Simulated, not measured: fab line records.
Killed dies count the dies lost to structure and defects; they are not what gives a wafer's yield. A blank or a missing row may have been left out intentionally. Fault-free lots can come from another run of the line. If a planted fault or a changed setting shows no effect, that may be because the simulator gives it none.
A struck lot beside a sound one    flow sky130    14 steps out of a route of 708
Sound: the wafers L805.2, L805.5, L805.6. Wafers L814.2, L814.5, L814.6 were the ones struck. The cause is named last.
Order at every step that has rows: each side's tool, ch and its chambers, its first start. Under that, the readings that differ: sound wafers    struck wafers    difference of the means    sigmas: that difference in standard deviations of wafers without a fault.
alike: same words and numbers on both sides, and readings whose means sit less than 2 such deviations apart. not compared: any withheld reading, any reading some wafer has no value for, any bound like >300 that may hide the same value, and any number with overlapping values for which the record gives no deviation.
A row with sigmas, a row that says differs or no value, or rows on one side alone: a step with any of these is where the two part. Numbers that don't overlap but have no deviation are shown without sigmas and don't part them. A reading that every wafer of one side lacks parts them only if that side has two wafers or more.

SKY_VIA3_OVL_MEAS_13:
  sound on overlay-01 at day 41 20:19; struck on overlay-01 at day 43 21:23
  alike: VIA3_OVL
SKY_VIA3_ETCH_14: etches BARC in N2/H2, stops on SiO2, time 45.9 s, target depth 60 nm.
  sound on rie_diel-04 ch 0,1, day 41 20:20; struck on rie_diel-03 ch 0,1,2, day 43 21:25
  alike: drypump_motor_current_A, oes_product_au, throttle_valve_pct
  not compared: rf_hours_counter_h
SKY_VIA3_ETCH_15: etches SiO2 in C4F8/O2/Ar, stops on TiN, target depth 507 nm, time 78 s.
  sound on rie_diel-04 ch 0,1, day 41 20:23; struck on rie_diel-03 ch 0,1,2, day 43 21:28
  alike: oes_product_au
  not compared: rf_hours_counter_h
SKY_VIA3_STRIP_16: strips in O2/N2.
  sound on plasma_asher-01 ch 0,1, day 41 20:27; struck on plasma_asher-04 ch 0,1, day 43 21:31
  alike: drypump_motor_current_A, oes_product_au, strip_time_to_endpoint_s
  not compared: rf_hours_counter_h
then, 4 steps without rows for these wafers: SKY_VIA3_STRIP_17 (strips in post etch residue remover, time 1200 s); SKY_VIA3_CLEAN_18 (cleans in IPA, time 180 s); SKY_VIA3_CLEAN_19 (cleans in O3/DIW); SKY_VIA3_SPUTTER_20 (material TiN, target thk 20 nm, time 80 s).
SKY_VIA3_CVD_21: deposits W, target thk 390 nm, time 117.31 s.
  sound on cvd_w-01 ch 0,1, day 41 21:07; struck on cvd_w-02 ch 0,1, day 43 22:10
  alike: heater_power_w
SKY_VIA3_RS_MEAS_22: the measuring method here is four-point-probe.
  sound on film_metro-04 at day 41 21:15; struck on film_metro-04 at day 43 22:19
  alike: VIA3_W_RS
SKY_VIA3_THK_MEAS_23: measures by xrf.
  sound on film_metro-04 at day 41 21:22; struck on film_metro-04 at day 43 22:26
  alike: VIA3_W_THK
then, 1 step without rows for these wafers: SKY_VIA3_CMP_24 (polishes, stops on SiO2, t overpolish 20 s, target thk 0 nm).
SKY_METAL4_SPUTTER_00: material Ti, target thk 15 nm, time 10 s.
  sound on pvd_sputter-03 at day 41 21:44; struck on pvd_sputter-01 at day 43 22:47
  no value came back on the struck wafers for cathode_dc_power_W (W), chamber_pressure_pa (Pa), throttle_valve_pct (%); on the sound wafers cathode_dc_power_W (W) reads 3000.5 2999.3 2999.8
SKY_METAL4_SPUTTER_01: material TiN, target thk 20 nm, time 16.7 s.
  sound on pvd_sputter-03 at day 41 21:45; struck on pvd_sputter-01 at day 43 22:48
  alike: cathode_dc_power_W, chamber_pressure_pa, throttle_valve_pct

## WHERE THEY PART
Only at SKY_METAL4_SPUTTER_00, within this record. Later steps at which nothing parts them and some readings are alike: SKY_METAL4_SPUTTER_01.

WHY: the cause the simulator had injected
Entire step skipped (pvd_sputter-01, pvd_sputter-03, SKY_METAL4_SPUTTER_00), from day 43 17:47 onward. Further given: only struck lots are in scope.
